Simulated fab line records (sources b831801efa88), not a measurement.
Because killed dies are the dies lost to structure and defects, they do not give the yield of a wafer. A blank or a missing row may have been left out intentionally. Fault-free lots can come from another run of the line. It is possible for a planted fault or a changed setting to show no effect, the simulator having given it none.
A struck lot beside a sound one | flow sfq line | 42 out of 325 route steps
Sound: these wafers, L773.1, L773.2, L773.5. Struck: wafers L780.1, L780.4. (L780.3 of the same lot was not struck and is left out.) The cause comes at the end.
At each step with rows: each side's tool, then ch and its chambers, then its first start. Under that, the readings that differ: sound wafers | struck wafers | difference of the means | sigmas: that difference in standard deviations of wafers without a fault.
alike: readings whose means differ by less than 2 such deviations, and words and numbers that are the same on both sides. not compared: withheld readings, readings that some wafer has no value for, bounds like >300 that may hide the same value, and numbers for which the record gives no deviation and whose values overlap.
A row with sigmas, a row that says differs or no value, or rows on one side alone: a step with any of these is where the two part. Numbers that have no deviation but don't overlap get no sigmas and don't part them. A reading missing from all wafers of one side parts the sides only when that side holds two or more wafers.

SFQ_M1_OVL_MEAS_911:
  sound: overlay-02 at day 13 17:56; struck: overlay-02 at day 15 21:30
  reading     | sound | struck | difference | sigmas
  M1_OVL (nm) | 7 7 5 | -9 -1  | -11        | -2
then, 2 steps without rows for these wafers: SFQ_TRILAYER_M1_BARC_OPEN_METAL_ETCH_054 (etches BARC in O2, target depth 125 nm, time 41.7 s); SFQ_TRILAYER_M1_ETCH_METAL_ETCH_042 (etches Nb in Cl2/Ar, stops on SiO2, target depth 240 nm, time 120 s).
SFQ_TRILAYER_M1_STRIP_STRIP_043: strips in O2.
  sound on rie metal-04 ch 0,1, day 13 18:10; struck on rie metal-01 ch 0,1, day 15 21:52
  alike: drypump motor current A, oes product au
  not compared: rf hours counter h
then, 2 steps without rows for these wafers: SFQ_TRILAYER_M1_STRIP_SOLV_CLEAN_044 (cleans in NMP, time 600 s); SFQ_TRILAYER_I1_DEP_PECVD_045 (deposits SiO2 from SiH4/N2O, time 111.11 s, target thk 500 nm).
SFQ_TRILAYER_I1_CMP_CMP_046: polishes SiO2.
  sound on cmp-02 ch 0,3, day 13 21:11; struck on cmp-01 ch 0,2, day 15 22:43
  alike: motor current A, slurry filter dp kPa, time to endpoint s
SFQ_I1_BOW_MEAS_912:
  sound: film metro-03 at day 14 00:11; struck: film metro-03 at day 16 01:43
  alike: I1_BOW
then, 4 steps without rows for these wafers: SFQ_TRILAYER_I1_METRO_MEASURE_047; SFQ_TRILAYER_I1_VIA_LITHO_COAT_054 (resist thk 62 nm); SFQ_TRILAYER_I1_VIA_LITHO_COAT_049 (resist thk 650 nm); SFQ_TRILAYER_I1_VIA_LITHO_SOFTBAKE_053.
-- the record jumps here: 5 days lie between the struck wafers' starts before and after --
SFQ_TRILAYER_I1_VIA_LITHO_EXPOSE_050: exposes mask I1, target cd 500 nm.
  sound on krf scanner-02 ch 0, day 18 11:14; struck on krf scanner-02 ch 0, day 20 20:38
  alike: mask, exposure dose mJ cm2
then, 2 steps without rows for these wafers: SFQ_TRILAYER_I1_VIA_LITHO_PEB_052 (peb time 60 s); SFQ_TRILAYER_I1_VIA_LITHO_DEVELOP_051 (time 60 s).
SFQ_I1_OVL_MEAS_913:
  sound: overlay-02 at day 18 12:44; struck: overlay-02 at day 20 22:08
  alike: I1_OVL
SFQ_TRILAYER_I1_VIA_BARC_OPEN_VIA_ETCH_071: etches BARC in O2, target depth 125 nm, time 41.7 s.
  sound on rie diel-04 ch 2,3, day 18 12:46; struck on rie diel-02 ch 1,3, day 20 22:10
  reading             | sound             | struck    | difference | sigmas
  model.I1.cd nm (nm) | 497.6 500.1 497.5 | 553 552.6 | +54        |
  alike: drypump motor current A, oes product au
  not compared: rf hours counter h
SFQ_TRILAYER_I1_VIA_ETCH_VIA_ETCH_052: etches SiO2 in CHF3, stops on Nb, target depth 260 nm.
  sound on rie diel-04 ch 2,3, day 18 12:49; struck on rie diel-02 ch 1,3, day 20 22:13
  reading             | sound           | struck      | difference | sigmas
  model.I1.cd nm (nm) | 499.4 500.4 499 | 550.1 550.8 | +50.9      |
  alike: drypump motor current A, oes product au
then, 4 steps without rows for these wafers: SFQ_TRILAYER_I1_VIA_STRIP_STRIP_053 (strips in O2); SFQ_TRILAYER_I1_VIA_STRIP_SOLV_CLEAN_054 (cleans in NMP, time 600 s); SFQ_TRILAYER_M2_DEP_PRE_CLEAN_056 (time 22.5 s); SFQ_TRILAYER_M2_DEP_SPUTTER_055 (material Nb, target thk 200 nm, time 133.3 s).
SFQ_M2_RS_MEAS_914: the measuring method here is four-point-probe.
  sound: film metro-04 at day 18 13:50; struck: film metro-02 at day 20 23:13
  alike: M2_NB_RS
then, 6 steps without rows for these wafers: SFQ_TRILAYER_M2_LITHO_COAT_062 (resist thk 62 nm); SFQ_TRILAYER_M2_LITHO_COAT_057 (resist thk 600 nm); SFQ_TRILAYER_M2_LITHO_SOFTBAKE_061; SFQ_TRILAYER_M2_LITHO_EXPOSE_058 (exposes mask M2, target cd 500 nm); SFQ_TRILAYER_M2_LITHO_PEB_060 (peb time 60 s); SFQ_TRILAYER_M2_LITHO_DEVELOP_059 (time 60 s).
-- the record jumps here: 6 days lie between the struck wafers' starts before and after --
SFQ_M2_OVL_MEAS_916:
  sound: overlay-01 at day 23 19:06; struck: overlay-02 at day 26 22:13
  reading     | sound | struck | difference | sigmas
  M2_OVL (nm) | 4 3 6 | -8 -13 | -15        | -3
SFQ_TRILAYER_M2_BARC_OPEN_METAL_ETCH_077: etches BARC in O2, target depth 125 nm, time 41.7 s.
  sound on rie metal-01 ch 0,1, day 23 19:08; struck on rie metal-01 ch 1, day 26 22:15
  alike: drypump motor current A, oes product au
  not compared: rf hours counter h
SFQ_TRILAYER_M2_ETCH_METAL_ETCH_060: etches Nb in Cl2/Ar, stops on SiO2, target depth 240 nm, time 120 s.
  sound on rie metal-01 ch 0,1, day 23 19:11; struck on rie metal-01 ch 1, day 26 22:22
  alike: drypump motor current A, oes product au
  not compared: rf hours counter h
then, 4 steps without rows for these wafers: SFQ_TRILAYER_M2_STRIP_STRIP_061 (strips in O2); SFQ_TRILAYER_M2_STRIP_SOLV_CLEAN_062 (cleans in NMP, time 600 s); SFQ_TRILAYER_I2_DEP_PECVD_063 (deposits SiO2 from SiH4/N2O, time 111.11 s, target thk 500 nm); SFQ_TRILAYER_I2_CMP_CMP_064 (polishes SiO2).
SFQ_I2_BOW_MEAS_917:
  sound: film metro-03 at day 24 09:26; struck: film metro-03 at day 27 16:11
  alike: I2_BOW
SFQ_TRILAYER_I2_METRO_MEASURE_065:
  sound: film metro-03 at day 24 09:34; struck: film metro-03 at day 27 16:19
  alike: thk nm
then, 3 steps without rows for these wafers: SFQ_TRILAYER_I2_VIA_LITHO_COAT_072 (resist thk 62 nm); SFQ_TRILAYER_I2_VIA_LITHO_COAT_067 (resist thk 650 nm); SFQ_TRILAYER_I2_VIA_LITHO_SOFTBAKE_071.
-- the record jumps here: 60 days lie between the struck wafers' starts before and after --
SFQ_M8_BOW_MEAS_951:
  sound: film metro-01 at day 86 08:02; struck: film metro-04 at day 87 04:44
  reading                 | sound             | struck      | difference | sigmas
  model.etest.i1.link ohm | 1.982 1.974 1.976 | 1.924 1.916 | -0.057     |
  alike: M8_BOW

## WHERE THEY PART
Last at SFQ_M2_OVL_MEAS_916 as far as this record goes, first at SFQ_M1_OVL_MEAS_911. Later steps at which nothing parts them and some readings are alike: SFQ_TRILAYER_M2_BARC_OPEN_METAL_ETCH_077, SFQ_TRILAYER_M2_ETCH_METAL_ETCH_060, SFQ_I2_BOW_MEAS_917, SFQ_TRILAYER_I2_METRO_MEASURE_065, SFQ_M8_BOW_MEAS_951.

WHY: what had been put in by the simulator
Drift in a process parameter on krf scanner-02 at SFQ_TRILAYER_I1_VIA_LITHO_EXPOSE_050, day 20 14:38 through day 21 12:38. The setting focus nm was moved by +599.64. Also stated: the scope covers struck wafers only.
